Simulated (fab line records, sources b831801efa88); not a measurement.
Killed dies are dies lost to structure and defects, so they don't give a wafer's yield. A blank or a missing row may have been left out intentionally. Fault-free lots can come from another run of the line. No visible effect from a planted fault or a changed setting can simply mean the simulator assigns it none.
fab line records | flow sky130
[record] lots = 14 wafers = 42 last_day = 50
route steps=708 shown VT_ADJUST_NCORE@126 VT_ADJUST_PCH@147 VIA1@478
lots with no fault: from the same line, run without faults
start_h: hours from the record's first day to the start of the lot's first wafer shown | wait_h: time in hours since the lot's previous step | " identical to the entry in the row above | L1.1+2: several wafers, shown together as one row | - value missing, or start not given | * or withheld: withheld | < > ~ a bound
route shown NAME@n: NAME is a module with steps in the file, n the number in the route of the first one | usual: average and standard deviation across the fault-free wafers | same: alike in all rows | chamber/n: place in a boat | sites: per-site readings | _std_site: how widely they spread, as a standard deviation | _edge_site: the outer-site mean with the inner-site mean subtracted | radius_mm: for every site, how far away it sits from the centre of the wafer | mask NAME#n: copy n | behind: the last tool/chamber to shape the wafer | hold: the reason the lot was held/the length of the hold in hours/how it ended | device: the transistor (n, p or np) that didn't switch | end of line: tests of these same wafers at the route's end | a step given without rows: its recipe and nothing more | killed: count of dies lost to structure and defects at first sort (not the wafer's yield) | map: dies across one wafer; x = killed, . = not, _ = none there
set.NAME: the setting the step ran with; set.NAME@STEP: the setting that earlier step ran with | model.NAME: the simulator's own value behind a step, which no gauge read
one table for each step of the route and one row for each wafer, over a sample of lots
services: a tool's chamber out of use, with start hour (start_h, from the record's first day; less than 0 if before it), hours out, and reason
[[steps]]
[step SKY_VT_ADJUST_NCORE_CD_MEAS_07]
[recipe] target_cd_nm = 380
[usual] cd_nm = 379.5/2.4
// columns lot.wafer tool chamber start_h wait_h cd_nm
L426.1 cd_sem-02 - 209.74 0.1 381.0
L426.3 " - " " 380.3
L426.6 " - " " 379.8
L427.4 cd_sem-02 - 210.87 0.1 380.1
L427.5 " - " " 379.3
L427.6 " - " " 380.6
L429.1 cd_sem-01 - 224.21 0.1 381.3
L429.3 " - " " 381.6
L429.6 " - " " 381.9
L428.2 cd_sem-01 - 225.56 0.1 377.1
L428.3 " - " " 377.2
L428.4 " - " " 378.1
L431.2 cd_sem-02 - 241.71 0.1 381.4
L431.3 " - " " 379.7
L431.4 " - " " 379.7
L432.4 cd_sem-01 - 255.72 0.1 381.5
L432.5 " - " " 383.6
L432.6 " - " " 382.4
L435.3 cd_sem-02 - 277.30 0.1 381.1
L435.5 " - " " 379.2
L435.6 " - " " 377.7
L434.2 cd_sem-02 - 278.10 0.1 381.8
L434.3 " - " " 381.4
L434.4 " - " " 378.6
L438.2 cd_sem-01 - 293.50 0.2 375.5
L438.3 " - " " 378.0
L438.4 " - " " 379.5
L443.1 cd_sem-01 - 317.58 0.1 380.8
L443.3 " - " " 380.3
L443.6 " - " " 381.8
L444.4 cd_sem-01 - 330.49 0.1 375.9
L444.5 " - " " 376.4
L444.6 " - " " 379.3
L445.1 cd_sem-01 - 332.93 0.1 379.3
L445.2 " - " " 380.6
L445.4 " - " " 380.3
L446.2 cd_sem-02 - 334.70 0.1 381.9
L446.3 " - " " 383.5
L446.5 " - " " 382.5
L447.1 cd_sem-01 - 351.31 0.1 380.1
L447.4 " - " " 380.3
L447.5 " - " " 379.8
[step SKY_VT_ADJUST_NCORE_OVL_MEAS_08]
[usual] VT_ADJUST_NCORE_OVL = 0.9/1.3
// columns lot.wafer tool chamber start_h wait_h VT_ADJUST_NCORE_OVL[nm]
L426.1 overlay-01 - 209.86 0.1 1.1
L426.3 " - " " 0.9
L426.6 " - " " 0.8
L427.4 overlay-02 - 210.95 0.1 1.4
L427.5 " - " " 1.5
L427.6 " - " " 0.4
L429.1 overlay-02 - 224.33 0.1 1.9
L429.3 " - " " 0.6
L429.6 " - " " 1.2
L428.2 overlay-02 - 225.66 0.1 3.3
L428.3 " - " " 3.6
L428.4 " - " " 1.0
L431.2 overlay-01 - 241.81 0.1 0.5
L431.3 " - " " -0.7
L431.4 " - " " -0.2
L432.4 overlay-01 - 255.80 0.1 0.8
L432.5 " - " " -0.5
L432.6 " - " " 0.3
L435.3 overlay-02 - 277.39 0.1 3.0
L435.5 " - " " 1.9
L435.6 " - " " 0.7
L434.2 overlay-02 - 278.21 0.1 2.1
L434.3 " - " " 0.9
L434.4 " - " " 0.1
L438.2 overlay-01 - 293.61 0.1 -0.6
L438.3 " - " " -1.0
L438.4 " - " " 0.7
L443.1 overlay-02 - 317.70 0.1 2.5
L443.3 " - " " 1.1
L443.6 " - " " 2.2
L444.4 overlay-01 - 330.57 0.1 -1.2
L444.5 " - " " 0.1
L444.6 " - " " -0.5
L445.1 overlay-01 - 333.05 0.1 0.1
L445.2 " - " " 0.3
L445.4 " - " " 1.4
L446.2 overlay-02 - 334.81 0.1 1.8
L446.3 " - " " 2.7
L446.5 " - " " 0.3
L447.1 overlay-02 - 351.43 0.1 1.3
L447.4 " - " " 1.7
L447.5 " - " " 1.5
[step SKY_VT_ADJUST_PCH_EXPOSE_04]
[recipe] mask_id = NWM na = 0.6 source_shape = conventional sigma_outer = 0.6 polarization = unpolarized target_cd_nm = 840 dose_mj = 255
[usual] exposure_dose_mJ_cm2 = 254.94/0.24 focus_offset_nm = 0.0/0.53 reticle_temp_C = 22.99/0.11
// columns lot.wafer tool chamber start_h wait_h mask exposure_dose_mJ_cm2 focus_offset_nm reticle_temp_C
L426.1 iline_stepper-02 0 245.01 - NWM#0 254.99 0.1 23.13
L426.3 " 0 " " NWM#0 255.13 1.1 23.04
L426.6 " 0 " " NWM#0 254.96 -0.6 23.12
L427.4 iline_stepper-01 0 245.87 - NWM#0 255.03 -1.0 22.98
L427.5 " 0 " " NWM#0 255.14 -0.9 22.95
L427.6 " 0 " " NWM#0 254.41 -0.5 22.81
L429.1 iline_stepper-02 0 260.33 - NWM#0 255.10 0.2 22.87
L429.3 " 0 " " NWM#0 255.28 0.1 22.86
L429.6 " 0 " " NWM#0 254.80 -0.1 22.96
L428.2 iline_stepper-01 0 261.48 - NWM#0 254.91 0.2 22.98
L428.3 " 0 " " NWM#0 254.92 0.0 22.97
L428.4 " 0 " " NWM#0 254.72 -0.5 23.06
L431.2 iline_stepper-02 0 278.14 - NWM#0 255.13 0.4 23.06
L431.3 " 0 " " NWM#0 254.63 -0.3 22.99
L431.4 " 0 " " NWM#0 254.95 0.5 22.84
L432.4 iline_stepper-01 0 293.82 - NWM#0 254.82 -0.4 22.82
L432.5 " 0 " " NWM#0 254.87 -0.3 23.01
L432.6 " 0 " " NWM#0 254.68 -0.3 23.02
L435.3 iline_stepper-01 - 315.88 - NWM#0 - - -
L435.5 " - " " NWM#0 - - -
L435.6 " - " " NWM#0 - - -
L434.2 iline_stepper-01 - 316.39 - NWM#0 - - -
L434.3 " - " " NWM#0 - - -
L434.4 " - " " NWM#0 - - -
L438.2 iline_stepper-02 0 333.10 - NWM#0 255.22 -1.1 23.08
L438.3 " 0 " " NWM#0 254.82 0.0 23.00
L438.4 " 0 " " NWM#0 254.61 0.2 22.98
L443.1 iline_stepper-02 0 359.02 - NWM#0 254.94 0.6 22.84
L443.3 " 0 " " NWM#0 254.92 0.5 22.92
L443.6 " 0 " " NWM#0 254.72 0.0 22.93
L444.4 iline_stepper-01 0 372.32 - NWM#0 254.99 0.7 23.09
L444.5 " 0 " " NWM#0 254.59 1.1 23.07
L444.6 " 0 " " NWM#0 254.73 0.6 23.05
L445.1 iline_stepper-02 0 374.44 - NWM#0 255.26 0.4 22.85
L445.2 " 0 " " NWM#0 254.95 -0.2 22.92
L445.4 " 0 " " NWM#0 254.87 0.2 22.84
L446.2 iline_stepper-02 0 375.68 - NWM#0 255.12 -0.3 22.96
L446.3 " 0 " " NWM#0 254.82 0.5 22.94
L446.5 " 0 " " NWM#0 254.73 0.1 23.13
L447.1 iline_stepper-01 0 394.26 - NWM#0 255.20 -0.3 22.94
L447.4 " 0 " " NWM#0 254.86 -0.2 23.01
L447.5 " 0 " " NWM#0 255.07 0.6 22.96
[step SKY_VIA1_SPUTTER_20]
[recipe] material = TiN target_thk_nm = 20 chamber_pressure_pa = 5 power_w = 4000 time_s = 80
[usual] chamber_pressure_pa = 5.000/0.01 throttle_valve_pct = 29.8/0.69
// columns lot.wafer tool chamber start_h wait_h chamber_pressure_pa throttle_valve_pct
L426.1 pvd_sputter-01 - 821.78 0.0 5.013 29.2
L426.3 " - " " 5.019 30.3
L426.6 " - " " 5.018 30.9
L427.4 pvd_sputter-04 - 828.88 0.0 4.990 30.0
L427.5 " - " " 4.988 29.7
L427.6 " - " " 5.000 30.4
L428.2 pvd_sputter-04 - 842.79 0.0 5.010 28.4
L428.3 " - " " 5.006 30.3
L428.4 " - " " 4.981 29.6
L429.1 pvd_sputter-04 - 843.61 0.0 5.015 28.6
L429.3 " - " " 5.015 29.5
L429.6 " - " " 5.004 29.6
L431.2 pvd_sputter-04 - 864.34 0.0 5.012 28.5
L431.3 " - " " 4.990 29.6
L431.4 " - " " 4.979 29.6
L432.4 pvd_sputter-02 - 874.73 0.0 5.005 29.2
L432.5 " - " " 4.983 30.3
L432.6 " - " " 5.005 29.2
L434.2 pvd_sputter-02 - 896.78 0.0 5.001 30.7
L434.3 " - " " 4.996 29.3
L434.4 " - " " 4.998 30.0
L435.3 pvd_sputter-04 - 899.10 0.0 5.005 30.1
L435.5 " - " " 5.008 28.5
L435.6 " - " " 4.992 29.6
L438.2 pvd_sputter-04 - 912.22 0.0 4.987 30.2
L438.3 " - " " 4.996 28.5
L438.4 " - " " 4.988 29.7
L443.1 pvd_sputter-04 - 939.60 0.0 4.979 29.8
L443.3 " - " " 4.997 30.3
L443.6 " - " " 4.991 30.3
L444.4 pvd_sputter-04 - 947.12 0.0 4.984 30.0
L444.5 " - " " 5.004 30.3
L444.6 " - " " 5.003 29.7
L446.2 pvd_sputter-01 - 949.77 0.0 4.989 30.4
L446.3 " - " " 4.996 29.5
L446.5 " - " " 4.995 29.3
L445.1 pvd_sputter-01 - 951.78 0.0 4.990 30.4
L445.2 " - " " 4.988 30.4
L445.4 " - " " 4.996 31.1
L447.1 pvd_sputter-04 - 967.12 0.0 4.989 28.6
L447.4 " - " " 4.992 30.2
L447.5 " - " " 4.998 28.3
[[services]]
// columns tool chamber start_h hours kind
iline_stepper-02 - 239.94 1.7 pm
iline_stepper-02 - 250.04 6.5 repair
iline_stepper-01 - 336.40 7.9 repair
iline_stepper-01 - 366.76 1.7 pm
iline_stepper-01 - 407.89 1.0 repair
iline_stepper-02 - 458.12 1.7 pm
iline_stepper-01 - 462.71 5.8 repair
iline_stepper-02 - 466.06 8.8 repair
iline_stepper-02 - 505.05 4.4 pm
pvd_sputter-04 - 510.85 3.1 repair
pvd_sputter-04 - 531.91 1.1 repair
iline_stepper-01 - 584.94 1.7 pm
iline_stepper-02 - 586.52 0.7 repair
pvd_sputter-04 - 601.05 3.9 repair
pvd_sputter-04 - 617.96 5.3 repair
pvd_sputter-04 - 628.32 1.5 repair
iline_stepper-01 - 667.81 11.3 repair
iline_stepper-02 - 679.15 1.7 pm
iline_stepper-01 - 681.64 5.1 repair
iline_stepper-02 - 754.43 2.1 pm
iline_stepper-01 - 803.12 1.7 pm
iline_stepper-02 - 854.33 3.3 repair
iline_stepper-02 - 874.90 7.4 repair
pvd_sputter-04 - 935.87 3.5 repair
[[key]]
[first_sign] step = SKY_VT_ADJUST_PCH_EXPOSE_04 reading = tool_record direction = missing
effect none on later readings
met_at SKY_VT_ADJUST_PCH_EXPOSE_04
struck_lots L434,L435
sort_left_out L434.2,L434.3,L434.4,L435.3,L435.5,L435.6
tester_left_out L434,L435
not_acting_at SKY_VT_ADJUST_NCORE_CD_MEAS_07,SKY_VT_ADJUST_NCORE_OVL_MEAS_08,SKY_VIA1_SPUTTER_20
onset_between 293.82 315.88
[fault] kind = skipped_step_whole tool = iline_stepper-01 chamber = - onset_h = 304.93 steps = SKY_VT_ADJUST_PCH_EXPOSE_04 scope = struck_lots_only
// tester_left_out: of these lots the tester's yield and bins aren't shown, on N5 and GAA mostly nor the transistor test; their killed dies are dies lost to structure and defects alone, not to doping, threshold or leakage, so they don't give the yield
// sort_left_out: the simulated sort isn't trusted on such a fault, so these wafers' sort isn't shown, and their yield isn't known
